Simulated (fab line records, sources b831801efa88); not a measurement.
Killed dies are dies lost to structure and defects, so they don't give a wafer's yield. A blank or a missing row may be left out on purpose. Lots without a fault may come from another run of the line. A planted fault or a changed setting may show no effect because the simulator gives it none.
A struck lot beside a sound one | flow sky130 | 14 steps out of a route of 708
Sound: wafers L319.2, L319.5, L319.6. Struck: wafers L332.2, L332.3, L332.6. The cause comes at the end.
At each step with rows: each side's tool, then ch and its chambers, then its first start. Under that, the readings that differ: sound wafers | struck wafers | difference of the means | sigmas: that difference in standard deviations of wafers without a fault.
alike: readings whose means differ by less than 2 such deviations, and words and numbers that are the same on both sides. not compared: withheld readings, readings that some wafer has no value for, bounds like >300 that may hide the same value, and numbers for which the record gives no deviation and whose values overlap.
The two part at a step that has a row with sigmas, a row that says differs or no value, or rows on one side only. Numbers that don't overlap but have no deviation are shown without sigmas and don't part them. A reading that every wafer of one side lacks parts them only if that side has two wafers or more.

SKY_LI_CONTACT_CVD_21: deposits W, target thk 400 nm, time 120.56 s.
  sound on cvd_w-02 ch 0,1, day 29 23:11; struck on cvd_w-01 ch 0,1, day 34 05:12
  alike: heater_power_w
SKY_LI_CONTACT_RS_MEAS_22: measures by four-point-probe.
  sound on film_metro-01, day 29 23:20; struck on film_metro-02, day 34 05:21
  alike: LI_CONTACT_W_RS
SKY_LI_CONTACT_THK_MEAS_23: measures by xrf.
  sound on film_metro-01, day 29 23:27; struck on film_metro-02, day 34 05:28
  alike: LI_CONTACT_W_THK
SKY_LI_CONTACT_CMP_24: polishes, stops on PSG, t overpolish 20 s, target thk 0 nm.
  sound on cmp-02 ch 1,2,3, day 29 23:39; struck on cmp-02 ch 0,2,3, day 34 05:37
  alike: motor_current_A, overpolish_run_s, time_to_endpoint_s
SKY_LOCAL_INTERCONNECT_SPUTTER_00: material TiN, target thk 100 nm, time 83.3 s.
  sound on pvd_sputter-01, day 29 23:48; struck on pvd_sputter-04, day 34 05:49
  alike: throttle_valve_pct
SKY_LOCAL_INTERCONNECT_RS_MEAS_01: measures by four-point-probe.
  sound on film_metro-02, day 29 23:53; struck on film_metro-02, day 34 05:53
  alike: LOCAL_INTERCONNECT_TIN_RS
SKY_LOCAL_INTERCONNECT_THK_MEAS_02: measures by xrf.
  sound on film_metro-02, day 29 23:59; struck on film_metro-02, day 34 06:00
  alike: LOCAL_INTERCONNECT_TIN_THK
then, 5 steps without rows for these wafers: SKY_LOCAL_INTERCONNECT_DEHYDRATE_03 (time 60 s); SKY_LOCAL_INTERCONNECT_HMDS_04 (prime time 60 s); SKY_LOCAL_INTERCONNECT_COAT_05 (resist thk 60 nm); SKY_LOCAL_INTERCONNECT_COAT_06 (resist thk 450 nm); SKY_LOCAL_INTERCONNECT_SOFTBAKE_07 (time 90 s).
SKY_LOCAL_INTERCONNECT_EXPOSE_08: exposes mask LI1M, target cd 170 nm.
  sound on krf_scanner-02 ch 0, day 30 13:21; struck on krf_scanner-02, day 34 19:43
  no value came back on the struck wafers for exposure_dose_mJ_cm2, focus_offset_nm (nm); on the sound wafers exposure_dose_mJ_cm2 reads 28.001 27.966 28.006
  alike: mask
then, 1 step without rows for these wafers: SKY_LOCAL_INTERCONNECT_PEB_09.

WHERE THEY PART
Only at SKY_LOCAL_INTERCONNECT_EXPOSE_08, within this record.

WHY: what the simulator had put in
Skipped step whole: krf_scanner-02, from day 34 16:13 on, at SKY_LOCAL_INTERCONNECT_EXPOSE_08. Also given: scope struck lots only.
